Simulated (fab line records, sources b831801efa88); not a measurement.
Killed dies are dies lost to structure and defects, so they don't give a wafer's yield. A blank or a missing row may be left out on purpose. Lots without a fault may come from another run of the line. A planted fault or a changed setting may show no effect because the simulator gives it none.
A struck lot beside a sound one | flow sky130 | 32 steps out of a route of 708
Sound: wafers L602.2, L602.4, L602.5. Struck: wafers L617.3, L617.5, L617.6. The cause comes at the end.
At each step with rows: each side's tool, then ch and its chambers, then its first start. Under that, the readings that differ: sound wafers | struck wafers | difference of the means | sigmas: that difference in standard deviations of wafers without a fault.
alike: readings whose means differ by less than 2 such deviations, and words and numbers that are the same on both sides. not compared: withheld readings, readings that some wafer has no value for, bounds like >300 that may hide the same value, and numbers for which the record gives no deviation and whose values overlap.
The two part at a step that has a row with sigmas, a row that says differs or no value, or rows on one side only. Numbers that don't overlap but have no deviation are shown without sigmas and don't part them. A reading that every wafer of one side lacks parts them only if that side has two wafers or more.

SKY_CAPM_THK_MEAS_01:
  sound on film_metro-02, day 37 20:03; struck on film_metro-01, day 41 11:08
  alike: CAPM_CVD_00_THK
SKY_CAPM_SPUTTER_02: material TiN, target thk 200 nm, time 166.7 s.
  sound on pvd_sputter-03, day 37 20:06; struck on pvd_sputter-02, day 41 11:11
  alike: throttle_valve_pct
SKY_CAPM_RS_MEAS_03: measures by four-point-probe.
  sound on film_metro-02, day 37 20:14; struck on film_metro-02, day 41 11:20
  alike: CAPM_TIN_RS
SKY_CAPM_THK_MEAS_04: measures by xrf.
  sound on film_metro-02, day 37 20:20; struck on film_metro-02, day 41 11:26
  alike: CAPM_TIN_THK
then, 7 steps without rows for these wafers: SKY_CAPM_DEHYDRATE_05 (time 60 s); SKY_CAPM_HMDS_06 (prime time 60 s); SKY_CAPM_COAT_07 (resist thk 1140 nm); SKY_CAPM_SOFTBAKE_08 (time 60 s); SKY_CAPM_EXPOSE_09 (exposes mask CAPM, target cd 1000 nm); SKY_CAPM_PEB_10; SKY_CAPM_DEVELOP_11 (develop time 60 s).
SKY_CAPM_OVL_MEAS_12:
  sound on overlay-01, day 38 20:47; struck on overlay-02, day 42 12:13
  alike: CAPM_OVL
SKY_CAPM_METAL_ETCH_13: etches TiN in Cl2/BCl3, stops on SiO2, target depth 220 nm, time 62.9 s.
  sound on rie_metal-04 ch 0, day 38 20:51; struck on rie_metal-04 ch 0,1, day 42 12:16
  reading                                   | sound                | struck               | difference | sigmas
  oes_product_au (a.u.)                     | 0.944 0.933 0.940    | 0.911 0.898 0.910    | -0.033     | -3
  run_length_s (s)                          | 92.2 91.9 91.9       | 95.9 95.8 95.2       | +3.6       | +9
  throttle_valve_pct (%)                    | 21.893 21.900 21.888 | 21.931 21.923 21.929 | +0.034     | +3
  model.NOVOLAK_of_CAPM_COAT_07.thk_nm (nm) | 997.3 994.4 996.1    | 981.5 985.7 984.5    | -12.0      |
  model.SiO2_of_CAPM_CVD_00.thk_nm (nm)     | 15.49 15.54 15.75    | 13.91 14.07 14.52    | -1.43      |
  alike: drypump_motor_current_A, he_backside_leak_sccm
  not compared: rf_hours_counter_h
SKY_CAPM_STRIP_14: strips in O2/N2.
  sound on plasma_asher-04 ch 0,1, day 38 20:59; struck on plasma_asher-01 ch 0,1, day 42 12:20
  reading                      | sound             | struck            | difference | sigmas
  strip_time_to_endpoint_s (s) | 12.69 12.68 12.68 | 12.50 12.55 12.55 | -0.15      | -4
  alike: drypump_motor_current_A, n2_flow_sccm, oes_product_au
  not compared: rf_hours_counter_h
then, 11 steps without rows for these wafers: SKY_CAPM_STRIP_15 (strips in post etch residue remover, time 1200 s); SKY_CAPM_CLEAN_16 (cleans in IPA, time 180 s); SKY_CAPM_CLEAN_17 (cleans in O3/DIW); SKY_METAL3_DEHYDRATE_05 (time 60 s); SKY_METAL3_HMDS_06 (prime time 60 s); SKY_METAL3_COAT_07 (resist thk 60 nm); SKY_METAL3_COAT_08 (resist thk 1140 nm); SKY_METAL3_SOFTBAKE_09 (time 90 s); SKY_METAL3_EXPOSE_10 (exposes mask MM3, target cd 300 nm); SKY_METAL3_PEB_11; SKY_METAL3_DEVELOP_12 (develop time 60 s).
SKY_METAL3_CD_MEAS_13: target cd 300 nm.
  sound on cd_sem-02, day 39 22:08; struck on cd_sem-02, day 43 12:26
  alike: cd_nm
SKY_METAL3_OVL_MEAS_14:
  sound on overlay-01, day 39 22:14; struck on overlay-02, day 43 12:31
  alike: METAL3_OVL
SKY_METAL3_DESCUM_15: chemistry O2, time 8 s.
  sound on rie_metal-01 ch 0, day 39 22:16; struck on rie_metal-03 ch 0,1, day 43 12:34
  alike: drypump_motor_current_A, he_backside_leak_sccm, oes_product_au
  not compared: rf_hours_counter_h
SKY_METAL3_ETCH_16: etches BARC in N2/H2, stops on SiO2, time 88.2 s, target depth 60 nm.
  sound on rie_metal-01 ch 0, day 39 22:18; struck on rie_metal-03 ch 0,1, day 43 12:37
  alike: drypump_motor_current_A, he_backside_leak_sccm, n2_flow_sccm, oes_product_au, run_length_s, throttle_valve_pct
  not compared: rf_hours_counter_h
SKY_METAL3_ETCH_17: etches SiO2 in C4F8/O2/Ar, stops on TiN, time 3.9 s, target depth 15 nm.
  sound on rie_diel-02 ch 1,2, day 39 22:24; struck on rie_diel-02 ch 0,1, day 43 12:41
  reading                  | sound             | struck            | difference | sigmas
  oes_product_au (a.u.)    | 0.757 0.754 0.755 | 0.718 0.719 0.731 | -0.033     | -5
  model.etch.depth_nm (nm) | 15.49 15.54 15.75 | 13.91 14.07 14.52 | -1.43      |
  not compared: rf_hours_counter_h
SKY_METAL3_METAL_ETCH_18: etches the open film in Cl2/BCl3, stops on SiO2, target depth 845 nm, time 183.1 s.
  sound on rie_metal-03 ch 0,1, day 39 22:25; struck on rie_metal-01 ch 0,1, day 43 12:45
  alike: drypump_motor_current_A, he_backside_leak_sccm, oes_product_au, run_length_s, throttle_valve_pct
  not compared: rf_hours_counter_h
-- the record jumps here: 6 days lie between the struck wafers' starts before and after (it left off in module METAL3 and takes up again in module PAD_OPEN, whose first step shown is number 708 of the route) --
SKY_PAD_OPEN_PROBE_99:
  sound on prober-01, day 46 21:04; struck on prober-01, day 49 18:58
  alike: defect_limited_yield, killed_at_M0_to_M3, killed_at_M4_up, killed_at_contacts, killed_at_front_end, killed_at_other, killed_dies, killed_open, killed_short, sort_bin_3_pad_short, sort_bin_5_function, sort_bin_6_memory, sort_n_pass, sort_yield_pct
  not compared: model.etest.cap_mim.leak_log10_a_cm2

WHERE THEY PART
First at SKY_CAPM_METAL_ETCH_13; last, within this record, at SKY_METAL3_ETCH_17. Later steps at which nothing parts them and some readings are alike: SKY_METAL3_METAL_ETCH_18, SKY_PAD_OPEN_PROBE_99.

WHY: what the simulator had put in
Process parameter drift: rie_metal-04, from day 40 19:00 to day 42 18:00, at SKY_CAPM_METAL_ETCH_13. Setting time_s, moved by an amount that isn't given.
